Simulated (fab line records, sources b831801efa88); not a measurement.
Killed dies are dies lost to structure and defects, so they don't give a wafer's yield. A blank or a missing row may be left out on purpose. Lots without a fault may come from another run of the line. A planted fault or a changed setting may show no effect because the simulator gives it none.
Which tool did it? | flow gf180mcu | 24 lots, 72 wafers sampled, at 6 steps of a route of 602

WHAT THE GAUGES READ, wafer by wafer
GF_HV_LDD_OVL_MEAS_47. Usual: HV_LDD_03_OVL 0.4 nm, standard deviation 1.5.
lot  | measured     | on         | HV_LDD_03_OVL (nm) | flag
L074 | day 12 04:23 | overlay-01 | 1.5 -0.5 0.4       |
L075 | day 12 11:53 | overlay-01 | 0.9 1.8 2.6        |
L076 | day 12 20:38 | overlay-01 | -0.4 -0.8 0.1      |
L077 | day 13 09:08 | overlay-01 | 0.7 1.5 0.1        |
L078 | day 13 18:35 | overlay-02 | -1.1 1.7 1.3       |
L079 | day 14 06:53 | overlay-01 | 0.5 0.0 0.7        |
L080 | day 14 14:02 | overlay-02 | 2.6 2.3 2.2        |
L081 | day 14 19:29 | overlay-02 | 0.9 -0.4 0.4       |
L082 | day 15 10:38 | overlay-02 | -0.2 1.9 0.7       |
L083 | day 15 18:29 | overlay-01 | 0.1 1.1 1.9        |
L084 | day 15 22:05 | overlay-01 | -1.5 -1.8 0.4      |
L085 | day 16 01:17 | overlay-01 | 1.9 4.1 2.9        |
L086 | day 16 09:30 | overlay-01 | -1.4 -2.7 -1.6     |
L087 | day 16 17:15 | overlay-01 | -2.7 -2.2 -2.7     |
L088 | day 17 04:37 | overlay-01 | 0.5 0.8 0.1        |
L089 | day 17 10:31 | overlay-02 | 1.0 -1.0 0.1       |
L090 | day 17 16:39 | overlay-01 | 0.2 1.5 2.3        |
L091 | day 17 23:32 | overlay-02 | -0.9 -0.4 0.7      |
L092 | day 18 08:53 | overlay-01 | 1.7 -1.4 0.6       |
L093 | day 18 17:56 | overlay-02 | -1.3 -2.8 -2.6     |
L094 | day 19 00:23 | overlay-02 | 0.6 2.3 3.3        |
L095 | day 19 17:09 | overlay-02 | 0.3 2.1 -0.3       |
L096 | day 19 23:11 | overlay-01 | 0.5 0.6 0.8        |
L097 | day 20 04:24 | overlay-02 | 1.1 2.2 1.3        |

GF_NSD_CD_MEAS_07: target cd 400 nm. Usual: cd_nm 399.6 nm, standard deviation 2.2.
lot  | measured     | on        | cd_nm (nm)        | flag
L074 | day 13 03:10 | cd_sem-02 | 397.1 397.6 396.4 |
L075 | day 13 12:00 | cd_sem-02 | 402.3 401.4 399.4 |
L076 | day 13 21:32 | cd_sem-01 | 403.3 402.7 401.2 |
L077 | day 14 08:36 | cd_sem-01 | 402.6 400.5 401.8 |
L078 | day 14 17:49 | cd_sem-01 | 399.9 400.7 398.2 |
L079 | day 15 07:44 | cd_sem-01 | 400.9 398.7 398.5 |
L080 | day 15 15:22 | cd_sem-02 | 401.5 398.8 400.8 |
L081 | day 15 21:28 | cd_sem-02 | 398.5 397.4 398.3 |
L082 | day 16 12:44 | cd_sem-01 | 400.7 399.3 400.7 |
L083 | day 16 21:59 | cd_sem-02 | 395.2 396.2 396.4 |
L084 | day 16 22:35 | cd_sem-01 | 403.4 401.0 400.7 |
L085 | day 17 03:04 | cd_sem-02 | 400.2 398.6 402.0 |
L086 | day 17 10:55 | cd_sem-02 | 398.8 401.3 399.5 |
L087 | day 17 19:16 | cd_sem-01 | 397.0 398.1 398.2 |
L088 | day 18 07:49 | cd_sem-01 | 404.0 401.3 403.4 |
L089 | day 18 13:30 | cd_sem-01 | 399.6 401.7 402.0 |
L090 | day 18 19:31 | cd_sem-02 | 402.2 404.2 404.4 |
L091 | day 19 02:29 | cd_sem-01 | 397.3 396.9 397.9 |
L092 | day 19 13:45 | cd_sem-01 | 399.4 401.7 398.7 |
L093 | day 19 22:06 | cd_sem-02 | 395.7 394.7 395.5 |
L094 | day 20 03:52 | cd_sem-02 | 402.4 402.5 400.5 |
L095 | day 20 20:07 | cd_sem-01 | 397.8 400.2 399.3 |
L096 | day 21 03:07 | cd_sem-02 | 397.7 396.7 395.8 |
L097 | day 21 07:42 | cd_sem-01 | 400.1 399.0 401.7 |

GF_PASSIVATION_BOW_MEAS_14. Usual: PASSIVATION_BOW 134 um, standard deviation 11.
lot  | measured     | on            | PASSIVATION_BOW (um) | flag
L074 | day 28 20:51 | film_metro-02 | 126 125 134          |
L075 | day 29 04:11 | film_metro-02 | 136 152 142          |
L076 | day 29 11:35 | film_metro-01 | 115 106 112          |
L077 | day 29 23:14 | film_metro-01 | 147 144 156          |
L078 | day 30 07:43 | film_metro-02 | 134 131 122          |
L079 | day 30 18:13 | film_metro-01 | 129 123 153          |
L080 | day 31 03:59 | film_metro-03 | 128 124 127          |
L081 | day 31 07:49 | film_metro-02 | 128 137 134          |
L082 | day 31 22:28 | film_metro-01 | 144 143 127          |
L083 | day 32 02:31 | film_metro-02 | 136 137 130          |
L084 | day 32 03:00 | film_metro-01 | 147 147 135          |
L085 | day 32 06:44 | film_metro-01 | 143 136 137          |
L086 | day 32 12:29 | film_metro-01 | 127 128 120          |
L087 | day 32 18:58 | film_metro-01 | 150 150 150          |
L088 | day 33 01:08 | film_metro-02 | 144 138 144          |
L089 | day 33 07:29 | film_metro-02 | 127 125 131          |
L090 | day 33 10:07 | film_metro-01 | 132 148 134          |
L091 | day 33 16:09 | film_metro-02 | 144 149 144          |
L092 | day 33 20:57 | film_metro-03 | 143 137 140          |
L093 | day 34 04:50 | film_metro-01 | 126 131 132          |
L094 | day 34 09:43 | film_metro-01 | 130 139 140          |
L095 | day 35 00:22 | film_metro-03 | 129 120 119          |
L096 | day 34 23:25 | film_metro-03 | 119 113 122          |
L097 | day 35 00:56 | film_metro-01 | 128 127 132          |

WHICH TOOL RAN EACH LOT (tool, then ch and the chambers of the sampled wafers, then the start)
lot  | GF_SAB_ETCH_11                     | GF_V5_CMP_04                  | GF_V5_STRIP_18
L074 | rie_diel-04 ch 1,2, day 14 21:26   | cmp-02 ch 0,1,2, day 26 03:51 | plasma_asher-03 ch 0,1, day 27 01:10
L075 | rie_diel-01 ch 0,3, day 15 06:59   | cmp-01 ch 0,1,3, day 26 12:16 | plasma_asher-03 ch 0,1, day 27 09:15
L076 | rie_diel-01 ch 0,1,2, day 15 16:56 | cmp-02 ch 0,3, day 26 20:14   | plasma_asher-01 ch 0,1, day 27 16:22
L077 | rie_diel-04 ch 0,3, day 16 05:01   | cmp-01 ch 0,2,3, day 27 07:31 | plasma_asher-03 ch 0,1, day 28 04:10
L078 | rie_diel-02 ch 1,2,3, day 16 14:08 | cmp-02 ch 0,2,3, day 27 17:19 | plasma_asher-01 ch 0,1, day 28 13:32
L079 | rie_diel-02 ch 0,2, day 17 05:10   | cmp-01 ch 1,2,3, day 28 04:52 | plasma_asher-02 ch 0,1, day 29 01:07
L080 | rie_diel-02 ch 1,2, day 17 13:34   | cmp-01 ch 0,1,2, day 28 13:35 | plasma_asher-01 ch 0,1, day 29 09:52
L081 | rie_diel-01 ch 1,2,3, day 17 21:05 | cmp-02 ch 0,2,3, day 28 19:15 | plasma_asher-03 ch 0,1, day 29 15:01
L082 | rie_diel-04 ch 0,1,3, day 18 13:29 | cmp-02 ch 0,2,3, day 29 10:35 | plasma_asher-01 ch 0,1, day 30 07:55
L083 | rie_diel-02 ch 0,1,3, day 18 21:47 | cmp-02 ch 1,2, day 29 16:01   | plasma_asher-03 ch 0,1, day 30 10:35
L084 | rie_diel-04 ch 2,3, day 18 23:01   | cmp-01 ch 0,3, day 29 16:15   | plasma_asher-01 ch 0,1, day 30 10:53
L085 | rie_diel-04 ch 0,1, day 19 03:34   | cmp-01 ch 1,3, day 29 19:49   | plasma_asher-02 ch 0,1, day 30 15:01
L086 | rie_diel-04 ch 1,2, day 19 12:01   | cmp-01 ch 1,2, day 30 02:00   | plasma_asher-02 ch 0,1, day 30 20:36
L087 | rie_diel-01 ch 0,1,3, day 19 21:19 | cmp-02 ch 1,2,3, day 30 10:12 | plasma_asher-03 ch 0,1, day 31 04:42
L088 | rie_diel-01 ch 2,3, day 20 10:12   | cmp-01 ch 0,1,2, day 30 16:18 | plasma_asher-02 ch 0,1, day 31 10:25
L089 | rie_diel-02 ch 2,3, day 20 15:22   | cmp-01 ch 1,2,3, day 31 00:46 | plasma_asher-02 ch 0, day 31 18:37
L090 | rie_diel-01 ch 0,2,3, day 20 21:19 | cmp-01 ch 0,1,3, day 31 03:42 | plasma_asher-01 ch 0,1, day 31 21:09
L091 | rie_diel-01 ch 0,2,3, day 21 04:40 | cmp-01 ch 0,2, day 31 09:28   | plasma_asher-02 ch 0,1, day 32 04:10
L092 | rie_diel-01 ch 0,1,3, day 21 14:27 | cmp-01 ch 0,2,3, day 31 15:12 | plasma_asher-01 ch 0,1, day 32 08:31
L093 | rie_diel-01 ch 0,2, day 21 22:49   | cmp-01 ch 0,1,2, day 32 00:10 | plasma_asher-02 ch 0,1, day 32 17:01
L094 | rie_diel-04 ch 0,1, day 22 04:33   | cmp-02 ch 0,1, day 32 05:23   | plasma_asher-02 ch 0,1, day 32 21:56
L095 | rie_diel-01 ch 1,3, day 22 21:17   | cmp-02 ch 0,2, day 32 21:12   | plasma_asher-02 ch 0, day 33 13:46
L096 | rie_diel-01 ch 0,2,3, day 23 02:33 | cmp-01 ch 0,2, day 32 20:51   | plasma_asher-01 ch 1, day 33 13:16
L097 | rie_diel-04 ch 0,1, day 23 07:27   | cmp-02 ch 0,2,3, day 32 22:28 | plasma_asher-01 ch 0,1, day 33 14:15
- GF_SAB_ETCH_11: etches SiO2 in C4F8/O2/Ar, target depth 55 nm, time 8.5 s.
- GF_V5_CMP_04: polishes SiO2.
- GF_V5_STRIP_18: strips in O2/N2.

WHAT THE TOOLS THEMSELVES READ (means of the sampled wafers that have a number; where no wafer has one, the mark that the record gives instead)
GF_SAB_ETCH_11. Usual: oes_product_au 1.006 a.u., standard deviation 0.0081.
lot  | tool        | oes_product_au (a.u.) | flag
L074 | rie_diel-04 | 1.005                 |
L075 | rie_diel-01 | 1.007                 |
L076 | rie_diel-01 | 0.997                 |
L077 | rie_diel-04 | 0.999                 |
L078 | rie_diel-02 | 1.007                 |
L079 | rie_diel-02 | 1.018                 |
L080 | rie_diel-02 | 1.002                 |
L081 | rie_diel-01 | 1.010                 |
L082 | rie_diel-04 | 1.008                 |
L083 | rie_diel-02 | 0.999                 |
L084 | rie_diel-04 | 1.012                 |
L085 | rie_diel-04 | 1.004                 |
L086 | rie_diel-04 | 1.003                 |
L087 | rie_diel-01 | 1.008                 |
L088 | rie_diel-01 | 1.005                 |
L089 | rie_diel-02 | 1.007                 |
L090 | rie_diel-01 | 1.005                 |
L091 | rie_diel-01 | 1.005                 |
L092 | rie_diel-01 | 0.992                 |
L093 | rie_diel-01 | 1.001                 |
L094 | rie_diel-04 | 1.004                 |
L095 | rie_diel-01 | 1.006                 |
L096 | rie_diel-01 | 1.003                 |
L097 | rie_diel-04 | 1.011                 |

GF_V5_CMP_04. Usual: edge_zone_pressure_frac 1.000, standard deviation 0.005; motor_current_A 12.4 A, standard deviation 0.84; platen_rpm 60.00 rpm, standard deviation 0.042.
lot  | tool   | edge_zone_pressure_frac | motor_current_A (A) | platen_rpm (rpm) | flag
L074 | cmp-02 | 0.999                   | 13.0                | 59.99            |
L075 | cmp-01 | 1.002                   | 12.1                | 60.00            |
L076 | cmp-02 | 1.004                   | 11.7                | 59.96            |
L077 | cmp-01 | 0.996                   | 12.1                | 60.01            |
L078 | cmp-02 | 0.999                   | 12.6                | 59.97            |
L079 | cmp-01 | 0.997                   | 11.4                | 60.00            |
L080 | cmp-01 | 1.004                   | 12.8                | 60.01            |
L081 | cmp-02 | 1.001                   | 12.2                | 59.99            |
L082 | cmp-02 | 0.997                   | 12.4                | 59.93            |
L083 | cmp-02 | 0.998                   | 13.1                | 59.99            |
L084 | cmp-01 | 1.003                   | 11.9                | 60.02            |
L085 | cmp-01 | 1.001                   | 11.1                | 60.00            |
L086 | cmp-01 | 0.999                   | 12.1                | 60.03            |
L087 | cmp-02 | 0.999                   | 13.2                | 60.04            |
L088 | cmp-01 | 0.999                   | 12.5                | 60.01            |
L089 | cmp-01 | 1.000                   | 11.7                | 60.02            |
L090 | cmp-01 | 1.001                   | 12.3                | 59.98            |
L091 | cmp-01 | 1.004                   | 12.8                | 60.02            |
L092 | cmp-01 | 1.004                   | 12.2                | 60.02            |
L093 | cmp-01 | 1.002                   | 12.8                | 60.00            |
L094 | cmp-02 | 0.999                   | 13.2                | 59.97            |
L095 | cmp-02 | 1.002                   | 12.8                | 59.99            |
L096 | cmp-01 | 0.999                   | 12.7                | 60.01            |
L097 | cmp-02 | 1.003                   | 12.4                | 60.02            |

GF_V5_STRIP_18. Usual: drypump_motor_current_A 5.8 A, standard deviation 0.4; heater_power_w 361 W, standard deviation 39; oes_product_au 0.568 a.u., standard deviation 0.0051.
lot  | tool            | drypump_motor_current_A (A) | heater_power_w (W) | oes_product_au (a.u.) | flag
L074 | plasma_asher-03 | 6.1                         | 346                | 0.563                 |
L075 | plasma_asher-03 | 6.0                         | 348                | 0.570                 |
L076 | plasma_asher-01 | 5.3                         | 361                | 0.566                 |
L077 | plasma_asher-03 | 6.0                         | 330                | 0.569                 |
L078 | plasma_asher-01 | 5.3                         | 359                | 0.570                 |
L079 | plasma_asher-02 | 6.2                         | 390                | 0.566                 |
L080 | plasma_asher-01 | 5.4                         | 330                | 0.569                 |
L081 | plasma_asher-03 | 6.0                         | 334                | 0.571                 |
L082 | plasma_asher-01 | 5.4                         | 331                | 0.571                 |
L083 | plasma_asher-03 | 6.0                         | 333                | 0.567                 |
L084 | plasma_asher-01 | 5.4                         | 326                | 0.563                 |
L085 | plasma_asher-02 | 6.0                         | 385                | 0.567                 |
L086 | plasma_asher-02 | 6.2                         | 399                | 0.565                 |
L087 | plasma_asher-03 | 6.0                         | 334                | 0.575                 |
L088 | plasma_asher-02 | 6.0                         | 390                | 0.564                 |
L089 | plasma_asher-02 | 5.9                         | 371                | 0.571                 |
L090 | plasma_asher-01 | 5.4                         | 327                | 0.566                 |
L091 | plasma_asher-02 | 6.0                         | 387                | 0.571                 |
L092 | plasma_asher-01 | 5.4                         | 327                | 0.567                 |
L093 | plasma_asher-02 | 6.2                         | 396                | 0.567                 |
L094 | plasma_asher-02 | 6.1                         | 398                | 0.568                 |
L095 | plasma_asher-02 | 5.9                         | 371                | 0.568                 |
L096 | plasma_asher-01 | 5.1                         | 389                | 0.569                 |
L097 | plasma_asher-01 | 5.3                         | 357                | 0.575                 |

THE ANSWER, worked out from the rows above alone
Rule: a lot is off if the mean of its wafers that have a number lies more than 3 standard deviations from the usual mean. A lot without any number at a reading at which 4 lots or more have one is off too. The other lots that the step has rows for count as sound. The gauges are gone through in route order, then the tools' own readings, and for those a lot's mean is taken as printed above. The first step at which some lot is off is used, and at that step the reading that is off furthest; a lot without a number counts as furthest.
No lot is off at any reading shown: from this, nothing can be told.

WHAT THE SIMULATOR HAD PUT IN
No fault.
